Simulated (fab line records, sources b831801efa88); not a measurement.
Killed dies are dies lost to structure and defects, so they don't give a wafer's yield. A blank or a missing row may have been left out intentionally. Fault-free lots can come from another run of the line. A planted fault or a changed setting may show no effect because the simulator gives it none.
fab line records | flow gf180mcu
record: lots: 24 wafers: 72 last-day: 34
route steps=602 shown M2@377 M5@533 V5@561 TOP_METAL@572
lots that met no fault: from a run of the same line without faults
start-h: the number of hours between the record's first day and the start of the first shown wafer of the lot | wait-h: hours elapsed since this lot's preceding step | " unchanged from the row above | L1.1+2: a row that stands for several wafers | - either no value or no given start | * or withheld: withheld | < > ~ a bound
route shown NAME@n: names a module that has steps shown in the file, with the first one's number in the route | usual: average and standard deviation across the fault-free wafers | same: alike in all rows | chamber/n: place in a boat | sites: the reading at each site | _std_site: standard deviation across them | _edge_site: the outer-site mean with the inner-site mean subtracted | radius-mm: how far each site lies from the wafer's centre | mask NAME#n: copy n | behind: the most recent tool/chamber to have shaped the wafer | hold: what put the lot on hold/how long, in hours/how the hold closed | device: transistor that didn't switch, given as n, p or np | end of line: at the end of the route, the tests of the same wafers | a step without rows: its recipe alone | killed: the dies lost at the first sort to structure and to defects; this is not the yield of the wafer | map: dies across one wafer; x = killed, . = not, _ = none there
set.NAME: the setting as run; set.NAME@STEP: as run at that earlier step | model.NAME: the simulator's own value behind a step, which no gauge read
steps of the route over a sample of lots; a table a step, a row a wafer
services: a tool's chamber out of use, with start hour (start-h, from the record's first day; less than 0 if before it), hours out, and reason
== steps ==
step: GF_M2_OVL_MEAS_15
usual: M2_OVL: 0/5.4
columns lot.wafer tool chamber start-h wait-h M2_OVL[nm]
L074.2 overlay-01 - 440.00 0.1 -4
L074.4 " - " " 5
L074.6 " - " " -1
L075.2 overlay-02 - 444.08 0.1 -1
L075.3 " - " " 3
L075.5 " - " " -8
L076.3 overlay-01 - 459.23 0.1 4
L076.4 " - " " 9
L076.6 " - " " 3
L077.2 overlay-02 - 470.66 0.1 6
L077.4 " - " " 5
L077.6 " - " " 2
L078.1 overlay-01 - 477.22 0.1 3
L078.2 " - " " -4
L078.6 " - " " -2
L079.4 overlay-01 - 485.81 0.1 -1
L079.5 " - " " -5
L079.6 " - " " -1
L080.3 overlay-01 - 491.98 0.1 -10
L080.4 " - " " -5
L080.5 " - " " -5
L081.1 overlay-02 - 502.23 0.1 0
L081.2 " - " " 2
L081.3 " - " " 8
L082.1 overlay-01 - 512.49 0.1 -2
L082.3 " - " " 4
L082.5 " - " " -1
L084.1 overlay-01 - 528.32 0.1 -5
L084.2 " - " " -7
L084.5 " - " " -8
L083.1 overlay-02 - 532.52 0.1 -1
L083.2 " - " " 2
L083.6 " - " " -3
L085.2 overlay-01 - 536.55 0.1 9
L085.3 " - " " 3
L085.6 " - " " 5
L086.1 overlay-01 - 546.54 0.1 0
L086.3 " - " " 2
L086.6 " - " " -8
L087.3 overlay-02 - 549.38 0.1 7
L087.4 " - " " 7
L087.5 " - " " 5
L088.1 overlay-01 - 560.27 0.1 8
L088.2 " - " " 1
L088.6 " - " " -1
L089.2 overlay-01 - 570.92 0.1 11
L089.3 " - " " 3
L089.4 " - " " 2
L090.1 overlay-01 - 577.02 0.1 -3
L090.3 " - " " -6
L090.6 " - " " 0
L091.3 overlay-02 - 586.64 0.1 0
L091.5 " - " " 0
L091.6 " - " " 1
L092.3 overlay-01 - 591.24 0.1 3
L092.4 " - " " -2
L092.6 " - " " 2
L093.1 overlay-01 - 597.37 0.1 -4
L093.3 " - " " 0
L093.5 " - " " -6
L094.3 overlay-01 - 602.50 0.1 3
L094.4 " - " " 5
L094.5 " - " " 4
L095.3 overlay-02 - 607.94 0.1 -8
L095.5 " - " " -1
L095.6 " - " " 5
L096.2 overlay-02 - 614.98 0.1 -2
L096.4 " - " " -12
L096.6 " - " " -8
L097.2 overlay-01 - 625.53 0.1 0
L097.3 " - " " 5
L097.6 " - " " -1
step: GF_M5_CD_MEAS_07
recipe: target-cd-nm: 280
usual: cd-nm: 280.3/1.1
columns lot.wafer tool chamber start-h wait-h cd-nm
L074.2 cd-sem-01 - 609.07 0.1 279.1
L074.4 " - " " 282.2
L074.6 " - " " 280.7
L075.2 cd-sem-01 - 613.57 0.1 280.1
L075.3 " - " " 282.3
L075.5 " - " " 280.2
L076.3 cd-sem-01 - 624.49 0.1 281.2
L076.4 " - " " 282.0
L076.6 " - " " 280.7
L077.2 cd-sem-01 - 635.19 0.1 280.3
L077.4 " - " " 280.4
L077.6 " - " " 280.7
L078.1 cd-sem-01 - 640.30 0.1 280.0
L078.2 " - " " 279.1
L078.6 " - " " 278.6
L079.4 cd-sem-01 - 647.62 0.2 280.2
L079.5 " - " " 281.9
L079.6 " - " " 280.5
L080.3 cd-sem-01 - 653.68 0.1 278.7
L080.4 " - " " 279.5
L080.5 " - " " 279.3
L081.1 cd-sem-02 - 661.89 0.1 278.9
L081.2 " - " " 279.8
L081.3 " - " " 280.2
L082.1 cd-sem-01 - 670.05 0.1 281.0
L082.3 " - " " 282.6
L082.5 " - " " 280.7
L084.1 cd-sem-02 - 683.99 0.1 280.7
L084.2 " - " " 280.5
L084.5 " - " " 279.1
L083.1 cd-sem-02 - 685.55 0.1 279.8
L083.2 " - " " 280.4
L083.6 " - " " 279.4
L085.2 cd-sem-02 - 693.01 0.1 281.8
L085.3 " - " " 282.2
L085.6 " - " " 280.8
L086.1 cd-sem-01 - 701.11 0.1 279.0
L086.3 " - " " 280.1
L086.6 " - " " 278.8
L087.3 cd-sem-01 - 701.50 0.1 278.6
L087.4 " - " " 279.7
L087.5 " - " " 279.0
L088.1 cd-sem-01 - 711.04 0.1 280.4
L088.2 " - " " 280.2
L088.6 " - " " 279.3
L089.2 cd-sem-02 - 718.76 0.1 279.7
L089.3 " - " " 279.4
L089.4 " - " " 278.4
L090.1 cd-sem-02 - 723.89 0.1 279.8
L090.3 " - " " 281.1
L090.6 " - " " 280.5
L091.3 cd-sem-02 - 732.50 0.2 278.5
L091.5 " - " " 278.7
L091.6 " - " " 278.3
L092.3 cd-sem-01 - 734.29 0.1 279.9
L092.4 " - " " 281.3
L092.6 " - " " 280.7
L093.1 cd-sem-01 - 740.20 0.1 282.9
L093.3 " - " " 281.7
L093.5 " - " " 280.4
L094.3 cd-sem-01 - 745.01 0.2 279.9
L094.4 " - " " 280.7
L094.5 " - " " 280.6
L095.3 cd-sem-01 - 750.34 0.1 280.8
L095.5 " - " " 280.8
L095.6 " - " " 281.2
L096.2 cd-sem-01 - 755.46 0.1 277.0
L096.4 " - " " 280.0
L096.6 " - " " 278.5
L097.2 cd-sem-02 - 764.47 0.1 282.7
L097.3 " - " " 281.6
L097.6 " - " " 281.6
step: GF_V5_SPUTTER_21
recipe: material: Ti target-thk-nm: 15 chamber-pressure-pa: 5 power-w: 2500 substrate-temp-c: 200 time-s: 80.02
usual: throttle-valve-pct: 30.1/1.2
columns lot.wafer tool chamber start-h wait-h throttle-valve-pct
L074.2 pvd-sputter-02 - 630.89 0.0 31.5
L074.4 " - " " 30.2
L074.6 " - " " 31.5
L075.2 pvd-sputter-02 - 636.09 0.0 29.9
L075.3 " - " " 31.8
L075.5 " - " " 31.5
L076.3 pvd-sputter-02 - 646.59 0.0 31.0
L076.4 " - " " 30.0
L076.6 " - " " 31.1
L077.2 pvd-sputter-01 - 657.30 0.0 30.3
L077.4 " - " " 28.9
L077.6 " - " " 30.1
L078.1 pvd-sputter-03 - 662.39 0.0 28.9
L078.2 " - " " 31.2
L078.6 " - " " 31.2
L079.4 pvd-sputter-02 - 668.61 0.0 30.1
L079.5 " - " " 31.5
L079.6 " - " " 29.7
L080.3 pvd-sputter-03 - 674.95 0.0 28.7
L080.4 " - " " 30.1
L080.5 " - " " 28.7
L081.1 pvd-sputter-03 - 683.96 0.0 28.6
L081.2 " - " " 31.4
L081.3 " - " " 29.7
L082.1 pvd-sputter-01 - 691.40 0.0 27.9
L082.3 " - " " 29.0
L082.5 " - " " 27.7
L084.1 pvd-sputter-01 - 704.75 0.0 30.4
L084.2 " - " " 28.9
L084.5 " - " " 28.2
L083.1 pvd-sputter-02 - 706.28 0.0 32.1
L083.2 " - " " 30.0
L083.6 " - " " 32.0
L085.2 pvd-sputter-03 - 713.43 0.0 30.9
L085.3 " - " " 28.7
L085.6 " - " " 31.5
L086.1 pvd-sputter-03 - 721.05 0.0 31.3
L086.3 " - " " 30.0
L086.6 " - " " 28.6
L087.3 pvd-sputter-03 - 721.87 0.0 30.1
L087.4 " - " " 31.3
L087.5 " - " " 30.7
L088.1 pvd-sputter-01 - 731.05 0.0 27.6
L088.2 " - " " 29.1
L088.6 " - " " 30.5
L089.2 pvd-sputter-02 - 738.64 0.0 31.4
L089.3 " - " " 31.3
L089.4 " - " " 30.0
L090.1 pvd-sputter-02 - 743.14 0.0 31.6
L090.3 " - " " 32.3
L090.6 " - " " 30.0
L091.3 pvd-sputter-01 - 751.93 0.0 30.1
L091.5 " - " " 30.0
L091.6 " - " " 30.4
L092.3 pvd-sputter-01 - 753.97 0.0 28.0
L092.4 " - " " 30.0
L092.6 " - " " 29.2
L093.1 pvd-sputter-03 - 759.68 0.0 31.3
L093.3 " - " " 28.9
L093.5 " - " " 30.9
L094.3 pvd-sputter-01 - 763.21 0.0 29.9
L094.4 " - " " 30.2
L094.5 " - " " 28.7
L095.3 pvd-sputter-01 - 768.71 0.0 28.0
L095.5 " - " " 28.7
L095.6 " - " " 27.7
L096.2 pvd-sputter-03 - 773.81 0.0 31.5
L096.4 " - " " 30.2
L096.6 " - " " 30.4
L097.2 pvd-sputter-01 - 782.83 0.0 30.0
L097.3 " - " " 28.2
L097.6 " - " " 29.0
step: GF_V5_THK_MEAS_25
recipe: thk-meas-gauge: xrf reads: W_of_V5_CVD_23
usual: V5_W_THK: 346/4.6
columns lot.wafer tool chamber start-h wait-h V5_W_THK[nm]
L074.2 film-metro-04 - 631.26 0.1 341
L074.4 " - " " 338
L074.6 " - " " 338
L075.2 film-metro-02 - 636.43 0.1 347
L075.3 " - " " 354
L075.5 " - " " 346
L076.3 film-metro-02 - 646.94 0.1 343
L076.4 " - " " 342
L076.6 " - " " 339
L077.2 film-metro-04 - 657.83 0.1 343
L077.4 " - " " 343
L077.6 " - " " 346
L078.1 film-metro-04 - 662.72 0.1 346
L078.2 " - " " 343
L078.6 " - " " 347
L079.4 film-metro-02 - 668.98 0.1 345
L079.5 " - " " 346
L079.6 " - " " 339
L080.3 film-metro-02 - 675.30 0.1 343
L080.4 " - " " 339
L080.5 " - " " 341
L081.1 film-metro-04 - 684.30 0.1 343
L081.2 " - " " 337
L081.3 " - " " 342
L082.1 film-metro-04 - 691.74 0.1 349
L082.3 " - " " 345
L082.5 " - " " 349
L084.1 film-metro-04 - 705.09 0.1 343
L084.2 " - " " 338
L084.5 " - " " 343
L083.1 film-metro-04 - 706.61 0.1 338
L083.2 " - " " 343
L083.6 " - " " 343
L085.2 film-metro-02 - 713.78 0.1 351
L085.3 " - " " 353
L085.6 " - " " 352
L086.1 film-metro-02 - 721.38 0.1 348
L086.3 " - " " 348
L086.6 " - " " 351
L087.3 film-metro-02 - 722.23 0.1 348
L087.4 " - " " 357
L087.5 " - " " 349
L088.1 film-metro-02 - 731.39 0.1 349
L088.2 " - " " 352
L088.6 " - " " 352
L089.2 film-metro-02 - 738.99 0.1 343
L089.3 " - " " 345
L089.4 " - " " 353
L090.1 film-metro-02 - 743.48 0.1 351
L090.3 " - " " 349
L090.6 " - " " 349
L091.3 film-metro-04 - 752.38 0.1 342
L091.5 " - " " 350
L091.6 " - " " 345
L092.3 film-metro-02 - 754.32 0.1 347
L092.4 " - " " 341
L092.6 " - " " 342
L093.1 film-metro-04 - 760.05 0.1 342
L093.3 " - " " 341
L093.5 " - " " 344
L094.3 film-metro-04 - 763.57 0.1 344
L094.4 " - " " 348
L094.5 " - " " 346
L095.3 film-metro-04 - 769.07 0.1 342
L095.5 " - " " 346
L095.6 " - " " 347
L096.2 film-metro-02 - 774.16 0.1 343
L096.4 " - " " 345
L096.6 " - " " 344
L097.2 film-metro-04 - 783.18 0.1 350
L097.3 " - " " 352
L097.6 " - " " 351
step: GF_TOP_METAL_RS_MEAS_05
recipe: thk-meas-gauge: four-point-probe reads: TiN_of_TOP_METAL_SPUTTER_04+Ti_of_TOP_METAL_SPUTTER_03+AlCu_of_TOP_METAL_SPUTTER_02+TiN_of_TOP_METAL_SPUTTER_01+Ti_of_TOP_METAL_SPUTTER_00
usual: TOP_METAL_ALCU_RS: 0.0327/0.00046
columns lot.wafer tool chamber start-h wait-h TOP_METAL_ALCU_RS[ohm/sq]
L074.2 film-metro-04 - 631.85 0.0 0.0337
L074.4 " - " " 0.0328
L074.6 " - " " 0.0332
L075.2 film-metro-02 - 637.02 0.0 0.0330
L075.3 " - " " 0.0327
L075.5 " - " " 0.0325
L076.3 film-metro-02 - 647.54 0.1 0.0324
L076.4 " - " " 0.0330
L076.6 " - " " 0.0328
L077.2 film-metro-04 - 658.43 0.0 0.0330
L077.4 " - " " 0.0330
L077.6 " - " " 0.0330
L078.1 film-metro-04 - 663.30 0.0 0.0326
L078.2 " - " " 0.0327
L078.6 " - " " 0.0323
L079.4 film-metro-03 - 669.59 0.1 0.0329
L079.5 " - " " 0.0324
L079.6 " - " " 0.0320
L080.3 film-metro-04 - 675.90 0.1 0.0335
L080.4 " - " " 0.0327
L080.5 " - " " 0.0326
L081.1 film-metro-03 - 684.88 0.0 0.0328
L081.2 " - " " 0.0325
L081.3 " - " " 0.0322
L082.1 film-metro-02 - 692.32 0.0 0.0334
L082.3 " - " " 0.0322
L082.5 " - " " 0.0326
L084.1 film-metro-04 - 705.68 0.0 0.0323
L084.2 " - " " 0.0323
L084.5 " - " " 0.0329
L083.1 film-metro-02 - 707.19 0.0 0.0320
L083.2 " - " " 0.0324
L083.6 " - " " 0.0318
L085.2 film-metro-02 - 714.57 0.0 0.0323
L085.3 " - " " 0.0322
L085.6 " - " " 0.0321
L086.1 film-metro-04 - 721.96 0.0 0.0324
L086.3 " - " " 0.0322
L086.6 " - " " 0.0325
L087.3 film-metro-02 - 722.83 0.1 0.0325
L087.4 " - " " 0.0323
L087.5 " - " " 0.0323
L088.1 film-metro-02 - 731.97 0.0 0.0329
L088.2 " - " " 0.0327
L088.6 " - " " 0.0329
L089.2 film-metro-03 - 739.58 0.0 0.0336
L089.3 " - " " 0.0328
L089.4 " - " " 0.0331
L090.1 film-metro-04 - 744.06 0.0 0.0328
L090.3 " - " " 0.0333
L090.6 " - " " 0.0329
L091.3 film-metro-02 - 753.18 0.1 0.0321
L091.5 " - " " 0.0321
L091.6 " - " " 0.0321
L092.3 film-metro-04 - 754.92 0.1 0.0323
L092.4 " - " " 0.0325
L092.6 " - " " 0.0329
L093.1 film-metro-02 - 760.63 0.0 0.0329
L093.3 " - " " 0.0331
L093.5 " - " " 0.0330
L094.3 film-metro-02 - 764.17 0.1 0.0332
L094.4 " - " " 0.0335
L094.5 " - " " 0.0335
L095.3 film-metro-03 - 769.67 0.1 0.0335
L095.5 " - " " 0.0326
L095.6 " - " " 0.0328
L096.2 film-metro-03 - 774.75 0.0 0.0323
L096.4 " - " " 0.0326
L096.6 " - " " 0.0319
L097.2 film-metro-03 - 783.98 0.0 0.0325
L097.3 " - " " 0.0333
L097.6 " - " " 0.0324
step: GF_TOP_METAL_OVL_MEAS_15
usual: TOP_METAL_OVL: -0.5/1.3
columns lot.wafer tool chamber start-h wait-h TOP_METAL_OVL[nm]
L074.2 overlay-02 - 651.85 0.1 2.2
L074.4 " - " " 1.3
L074.6 " - " " 0.7
L075.2 overlay-01 - 656.65 0.1 0.3
L075.3 " - " " -0.3
L075.5 " - " " 0.6
L076.3 overlay-01 - 666.33 0.1 0.2
L076.4 " - " " -1.1
L076.6 " - " " -0.7
L077.2 overlay-02 - 677.62 0.1 -0.1
L077.4 " - " " -0.5
L077.6 " - " " -1.3
L078.1 overlay-02 - 682.41 0.1 0.3
L078.2 " - " " -0.2
L078.6 " - " " 1.2
L079.4 overlay-01 - 688.81 0.1 -2.4
L079.5 " - " " -2.5
L079.6 " - " " -2.5
L080.3 overlay-01 - 694.60 0.1 -2.0
L080.4 " - " " -2.3
L080.5 " - " " -1.9
L081.1 overlay-01 - 702.74 0.1 -1.3
L081.2 " - " " -2.5
L081.3 " - " " -2.7
L082.1 overlay-01 - 710.81 0.1 -1.7
L082.3 " - " " -0.3
L082.5 " - " " -0.3
L084.1 overlay-02 - 723.28 0.1 1.3
L084.2 " - " " 0.6
L084.5 " - " " 2.2
L083.1 overlay-01 - 724.96 0.1 -1.9
L083.2 " - " " -2.0
L083.6 " - " " -1.9
L085.2 overlay-01 - 732.47 0.1 0.2
L085.3 " - " " -1.1
L085.6 " - " " -1.2
L086.1 overlay-02 - 739.16 0.1 -1.6
L086.3 " - " " -0.5
L086.6 " - " " -0.5
L087.3 overlay-01 - 740.30 0.1 -0.9
L087.4 " - " " -1.0
L087.5 " - " " -0.2
L088.1 overlay-01 - 749.41 0.1 -1.4
L088.2 " - " " -1.5
L088.6 " - " " -1.7
L089.2 overlay-02 - 756.47 0.1 -2.1
L089.3 " - " " -2.7
L089.4 " - " " -1.3
L090.1 overlay-02 - 760.51 0.1 0.2
L090.3 " - " " 0.8
L090.6 " - " " 0.0
L091.3 overlay-01 - 769.20 0.1 -1.3
L091.5 " - " " -0.8
L091.6 " - " " -0.4
L092.3 overlay-01 - 771.08 0.1 -0.7
L092.4 " - " " -0.8
L092.6 " - " " -1.3
L093.1 overlay-02 - 775.71 0.1 3.1
L093.3 " - " " 1.5
L093.5 " - " " 1.9
L094.3 overlay-02 - 780.00 0.1 1.5
L094.4 " - " " -0.8
L094.5 " - " " 0.9
L095.3 overlay-02 - 785.70 0.1 0.6
L095.5 " - " " 0.9
L095.6 " - " " 1.7
L096.2 overlay-01 - 790.25 0.1 -0.6
L096.4 " - " " 0.2
L096.6 " - " " -0.9
L097.2 overlay-01 - 798.80 0.1 -0.3
L097.3 " - " " 0.1
L097.6 " - " " -0.6
== services ==
columns tool chamber start-h hours kind
pvd-sputter-03 3 631.83 - consumable-replace:kit
pvd-sputter-03 3 631.83 18.0 scheduled-down
pvd-sputter-03 3 631.83 18.0 vent-cycle
pvd-sputter-03 - 640.49 2.9 repair
pvd-sputter-02 3 645.06 - consumable-replace:kit
pvd-sputter-02 3 645.06 18.0 scheduled-down
pvd-sputter-02 3 645.06 18.0 vent-cycle
pvd-sputter-03 - 672.31 1.2 repair
pvd-sputter-02 2 721.96 - consumable-replace:kit
pvd-sputter-01 - 735.16 1.3 repair
pvd-sputter-01 1 753.73 - consumable-replace:kit
pvd-sputter-01 1 753.73 18.0 scheduled-down
pvd-sputter-01 1 753.73 18.0 vent-cycle
== key ==
fault none
